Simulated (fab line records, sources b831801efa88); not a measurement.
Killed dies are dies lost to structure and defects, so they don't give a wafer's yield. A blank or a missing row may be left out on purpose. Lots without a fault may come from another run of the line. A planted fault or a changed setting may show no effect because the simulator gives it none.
fab line records | flow sfq_line
record lots=14 wafers=40 last_day=92
route steps=325 shown M1@59
lots that met no fault: from a run of the same line without faults
start_h: hours from the record's first day to the start of the lot's first wafer shown | wait_h: hours since the lot's step before | " the same as in the row above | L1.1+2: a row that stands for several wafers | - no value, or no start given | * or withheld: withheld | < > ~ a bound
route shown NAME@n: a module of which the file shows steps, and the number in the route of the first | usual: mean/standard deviation of fault-free wafers | same: alike in all rows | chamber/n: place in a boat | sites: the reading at each site | _std_site: their standard deviation | _edge_site: outer sites' mean less inner sites' | radius_mm: how far each site lies from the wafer's centre | mask NAME#n: copy n | behind: the tool/chamber that last shaped the wafer | hold: why the lot was held/for how many hours/how that ended | device: the transistor (n, p or np) that didn't switch | end of line: the same wafers' tests at the end of the route | a step without rows: its recipe alone | killed: dies lost to structure and defects at the first sort, not the wafer's yield | map: a wafer's dies, x killed, . not, _ none there
set.NAME: the setting as run; set.NAME@STEP: as run at that earlier step | model.NAME: the simulator's own value behind a step, which no gauge read
steps of the route over a sample of lots; a table a step, a row a wafer
services: from which hour (start_h, from the record's first day; less than 0 if before it) a tool's chamber was out of use, for how many hours, and why
## steps
# step SFQ_TRILAYER_M1_DEP_SPUTTER_037
# recipe material=Nb base_pressure_pa=1.33e-06 chamber_pressure_pa=0.1333 substrate_temp_c=20 resputter_cathode_voltage_v=400 target_thk_nm=200 power_w=2000 time_s=133.3
# usual chamber_pressure_pa=0.1333/0.0003 substrate_temp_c=20.00/0.11 throttle_valve_pct=29.8/0.7
# columns lot.wafer tool chamber start_h wait_h chamber_pressure_pa substrate_temp_c throttle_valve_pct
L977.1 pvd_sputter-05 - 379.85 0.0 0.13311 19.85 29.7
L977.3 " - " " 0.13344 19.93 29.3
L977.6 " - " " 0.13314 20.15 29.2
L978.2 pvd_sputter-05 - 384.65 0.0 0.13352 20.05 28.6
L978.3 " - " " 0.13331 19.91 29.5
L978.4 " - " " 0.1334 20.05 29.7
L979.2 pvd_sputter-05 - 388.26 0.0 0.13286 20.08 29.4
L979.3 " - " " 0.13304 19.98 28.3
L979.5 " - " " 0.13305 19.99 30.2
L980.3 pvd_sputter-03 - 399.17 0.0 0.13326 20.09 30.6
L980.4 " - " " 0.13336 20.14 29.8
L980.6 " - " " 0.13381 20.04 29.2
L984.1 pvd_sputter-05 - 459.22 0.0 0.13392 20.17 28.6
L984.3 " - " " 0.13285 20.10 29.3
L986.3 pvd_sputter-05 - 471.68 0.0 0.13343 20.20 29.3
L986.4 " - " " 0.1337 19.87 28.6
L988.2 pvd_sputter-05 - 480.24 0.0 0.13358 20.01 30.3
L988.3 " - " " 0.13334 19.98 28.8
L988.6 " - " " 0.13323 19.83 29.3
L991.1 pvd_sputter-03 - 483.68 0.0 0.13293 20.04 29.0
L991.3 " - " " 0.13314 20.02 30.4
L991.5 " - " " 0.13337 19.81 29.0
L993.3 pvd_sputter-04 - 486.08 0.0 0.13356 19.78 31.3
L993.4 " - " " 0.13334 19.89 30.7
L993.5 " - " " 0.13334 20.06 30.6
L994.1 pvd_sputter-03 - 487.44 0.0 0.1337 19.99 30.0
L994.3 " - " " 0.13349 20.01 29.7
L994.6 " - " " 0.13391 20.13 30.5
L996.1 pvd_sputter-04 - 489.84 0.0 0.13306 19.99 30.3
L996.4 " - " " 0.13307 20.07 31.0
L996.5 " - " " 0.13311 20.25 31.0
L997.1 pvd_sputter-03 - 490.86 0.0 0.13297 19.94 29.2
L997.3 " - " " 0.13319 19.84 30.5
L997.6 " - " " 0.13303 20.21 29.9
L999.1 pvd_sputter-04 - 493.26 0.0 0.13338 20.09 30.6
L999.3 " - " " 0.13329 20.19 30.6
L999.4 " - " " 0.13333 20.01 31.4
L100.2 pvd_sputter-03 - 494.64 0.0 0.13308 20.11 29.9
L100.5 " - " " 0.13337 20.08 29.6
L100.6 " - " " 0.13368 20.04 30.6
# step SFQ_M1_RS_MEAS_909
# recipe thk_meas_gauge=four-point-probe reads=Nb_of_TRILAYER_M1_DEP_SPUTTER_037
# usual M1_NB_RS=0.889/0.011
# columns lot.wafer tool chamber start_h wait_h M1_NB_RS[ohm/sq]
L977.1 film_metro-04 - 379.94 0.0 0.885
L977.3 " - " " 0.882
L977.6 " - " " 0.887
L978.2 film_metro-04 - 384.76 0.1 0.885
L978.3 " - " " 0.884
L978.4 " - " " 0.889
L979.2 film_metro-01 - 388.37 0.1 0.903
L979.3 " - " " 0.893
L979.5 " - " " 0.891
L980.3 film_metro-03 - 399.30 0.1 0.905
L980.4 " - " " 0.897
L980.6 " - " " 0.896
L984.1 film_metro-01 - 459.31 0.0 0.873
L984.3 " - " " 0.500
L986.3 film_metro-03 - 471.81 0.1 0.503
L986.4 " - " " 0.892
L988.2 film_metro-04 - 480.35 0.1 0.886
L988.3 " - " " 0.505
L988.6 " - " " 0.505
L991.1 film_metro-01 - 483.77 0.0 0.884
L991.3 " - " " 0.884
L991.5 " - " " 0.880
L993.3 film_metro-03 - 486.21 0.1 0.891
L993.4 " - " " 0.894
L993.5 " - " " 0.896
L994.1 film_metro-01 - 487.53 0.0 0.868
L994.3 " - " " 0.857
L994.6 " - " " 0.873
L996.1 film_metro-03 - 489.93 0.0 0.884
L996.4 " - " " 0.884
L996.5 " - " " 0.879
L997.1 film_metro-01 - 490.95 0.0 0.904
L997.3 " - " " 0.911
L997.6 " - " " 0.898
L999.1 film_metro-01 - 493.35 0.0 0.894
L999.3 " - " " 0.905
L999.4 " - " " 0.905
L100.2 film_metro-03 - 494.75 0.1 0.877
L100.5 " - " " 0.880
L100.6 " - " " 0.887
# step SFQ_TRILAYER_M1_ETCH_METAL_ETCH_042
# recipe target=Nb stop_on=SiO2 mask_material=PR chemistry=Cl2/Ar target_depth_nm=240 icp_w=600 bias_w=80 pressure_mtorr=10 time_s=120
# usual chamber_pressure_mTorr=10.000/0.0088 drypump_motor_current_A=6.1/0.49 he_backside_leak_sccm=3.54/0.24 oes_product_au=0.895/0.0077
# columns lot.wafer tool chamber start_h wait_h chamber_pressure_mTorr drypump_motor_current_A he_backside_leak_sccm oes_product_au rf_hours_counter_h
L977.1 rie_metal-04 1 527.16 0.0 9.998 5.2 3.57 0.895 75
L977.3 " 1 " " 10.009 5.1 3.82 0.894 -
L977.6 " 1 " " 9.998 5.1 3.68 0.896 -
L978.2 rie_metal-04 0 531.96 0.0 9.989 6.4 3.29 0.901 83
L978.3 " 1 " " 9.993 5.2 3.69 0.900 -
L978.4 " 0 " " 10.019 6.4 3.25 0.900 -
L979.2 rie_metal-03 0 536.76 0.0 9.992 6.6 3.48 0.886 83
L979.3 " 1 " " 10.002 5.7 3.40 0.889 -
L979.5 " 0 " " 10.008 6.5 3.44 0.889 -
L980.3 rie_metal-04 0 546.41 0.1 10.004 6.4 3.45 0.890 -
L980.4 " 1 " " 9.995 5.2 3.75 0.892 -
L980.6 " 0 " " 10.004 6.4 3.53 0.893 -
L984.1 rie_metal-02 0 598.34 0.0 9.994 6.3 3.64 0.909 122
L984.3 " 0 " " 9.994 6.2 3.79 0.999 -
L986.3 rie_metal-04 1 608.62 0.1 10.008 5.2 3.76 0.999 -
L986.4 " 0 " " 9.999 6.4 3.43 0.885 -
L988.2 rie_metal-03 0 617.11 0.0 9.996 6.6 3.39 0.897 95
L988.3 " 1 " " 10.006 5.7 3.60 0.985 -
L988.6 " 0 " " 9.986 6.6 3.51 0.999 -
L991.1 rie_metal-02 1 623.23 0.0 9.993 5.9 3.44 0.896 71
L991.3 " 1 " " 9.989 5.9 3.32 0.896 -
L991.5 " 0 " " 9.997 6.2 3.79 0.897 -
L993.3 rie_metal-03 0 629.38 0.1 10.000 6.6 3.53 0.894 -
L993.4 " 0 " " 9.992 6.6 3.55 0.895 -
L993.5 " 0 " " 9.998 6.6 3.52 0.892 -
L994.1 rie_metal-02 1 630.43 0.0 9.988 5.9 3.20 0.910 72
L994.3 " 1 " " 10.014 5.9 3.35 0.918 -
L994.6 " 1 " " 10.001 5.9 3.28 0.898 -
L996.1 rie_metal-03 0 632.89 0.1 10.015 6.6 3.54 0.899 98
L996.4 " 0 " " 10.013 6.6 3.48 0.898 -
L996.5 " 0 " " 9.993 6.6 3.55 0.897 -
L997.1 rie_metal-02 1 634.03 0.0 9.997 5.9 3.21 0.887 72
L997.3 " 0 " " 10.001 6.3 4.02 0.881 -
L997.6 " 0 " " 9.987 6.3 4.03 0.884 -
L999.1 rie_metal-02 0 637.63 0.0 10.015 6.3 5.04 0.891 128
L999.3 " 1 " " 10.008 5.9 3.19 0.885 -
L999.4 " 0 " " 9.992 6.3 3.83 0.887 -
L100.2 rie_metal-03 0 641.33 0.1 10.000 6.6 3.50 0.895 -
L100.5 " 0 " " 10.000 6.6 3.46 0.898 -
L100.6 " 0 " " 10.004 6.6 3.58 0.894 -
## services
# columns tool chamber start_h hours kind
pvd_sputter-05 - 364.57 6.3 repair
pvd_sputter-05 - 369.30 2.3 repair
pvd_sputter-03 0 435.06 - consumable_replace:kit
pvd_sputter-03 0 435.06 18.0 scheduled_down
pvd_sputter-03 0 435.06 18.0 vent_cycle
rie_metal-02 0 472.82 1.9 repair
rie_metal-04 - 494.69 0.6 repair
pvd_sputter-03 - 498.84 2.9 repair
rie_metal-03 - 503.96 1.4 pm
rie_metal-02 1 523.75 10.2 repair
rie_metal-02 0 567.94 16.1 repair
rie_metal-02 - 578.56 2.8 pm
pvd_sputter-05 - 597.26 3.6 repair
pvd_sputter-04 2 602.44 - consumable_replace:kit
pvd_sputter-04 2 602.44 18.0 scheduled_down
pvd_sputter-04 2 602.44 18.0 vent_cycle
pvd_sputter-04 - 615.86 1.5 repair
rie_metal-03 1 620.79 26.3 repair
rie_metal-02 1 625.76 4.1 repair
rie_metal-04 0 638.15 20.5 repair
## key
first_sign step=SFQ_M1_RS_MEAS_909 reading=M1_NB_RS direction=down sigmas=35 usual=0.889 struck=0.504
effect step=SFQ_TRILAYER_M1_ETCH_METAL_ETCH_042 reading=oes_product_au direction=up sigmas=13 usual=0.895 struck=0.996
met_at SFQ_TRILAYER_M1_DEP_SPUTTER_037
struck_lots L984,L986,L988
struck_wafers L984.3,L986.3,L988.3,L988.6
onset_between 388.26 459.22
fault kind=process_parameter_drift tool=pvd_sputter-05 chamber=- onset_h=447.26 steps=SFQ_TRILAYER_M1_DEP_SPUTTER_037 channel=target_thk_nm offset=152.4 shape=step end_h=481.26 scope=struck_wafers_only acts_in=these_recipes_only stated=200
